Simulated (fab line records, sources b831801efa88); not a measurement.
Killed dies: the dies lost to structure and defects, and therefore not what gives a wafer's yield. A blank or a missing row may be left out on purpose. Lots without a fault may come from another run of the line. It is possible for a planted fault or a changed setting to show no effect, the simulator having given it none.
What tool caused it? -- flow gf180mcu -- 7 lots, 21 wafers sampled, at 2 steps of a route of 602

WHAT THE GAUGES SHOWED, per wafer
GF_V2_RS_MEAS_24: measures by four-point-probe.
lot,measured,on,V2_W_RS (ohm/sq)
L327,day 21 22:32,film_metro-03,0.320 0.330 0.332
L328,day 22 08:14,film_metro-01,0.322 0.333 0.334
L330,day 23 08:14,film_metro-04,0.325 0.331 0.325
L331,day 23 19:17,film_metro-04,0.329 0.322 0.321
L335,day 24 13:45,film_metro-04,0.323 0.323 0.324
L342,day 26 13:30,film_metro-01,0.330 0.335 0.329
L344,day 27 06:04,film_metro-04,0.325 0.337 0.325

WHAT TOOL EACH LOT RAN ON (gives the tool, then ch and the chambers of the sampled wafers, and finally the start)
lot,GF_V2_CVD_02
L327,"pecvd-01 ch 0,1, day 20 21:10"
L328,"pecvd-02 ch 0,1, day 21 08:06"
L330,"pecvd-03 ch 0,1, day 22 07:13"
L331,"pecvd-02 ch 0,1,2, day 22 19:37"
L335,"pecvd-01 ch 0,1, day 23 13:41"
L342,"pecvd-01 ch 0,1, day 25 15:44"
L344,"pecvd-02 ch 0,2, day 26 07:55"
- GF_V2_CVD_02: deposits SiO2 from TEOS, target thk 850 nm, time 94.851 s.

THE ANSWER, worked out from the rows above alone
Rule: usual is defined by the lots themselves. The widest of any qualifying gaps counts: lots, ordered by their means at a reading, are off when they make up no more than a third of the lots, leave a main group of 4 or more, and stand apart from it by 3 or more times the standard deviation of that group's means. A main group is skipped when, at the precision printed for the reading in the tables above, its means are all equal. A lot without any number at a reading at which 4 lots or more have one is off too. All remaining lots with rows at the step are treated as sound.
No lot is off on any of the readings shown, so nothing can be concluded from this.

WHAT WAS PUT IN BY THE SIMULATOR
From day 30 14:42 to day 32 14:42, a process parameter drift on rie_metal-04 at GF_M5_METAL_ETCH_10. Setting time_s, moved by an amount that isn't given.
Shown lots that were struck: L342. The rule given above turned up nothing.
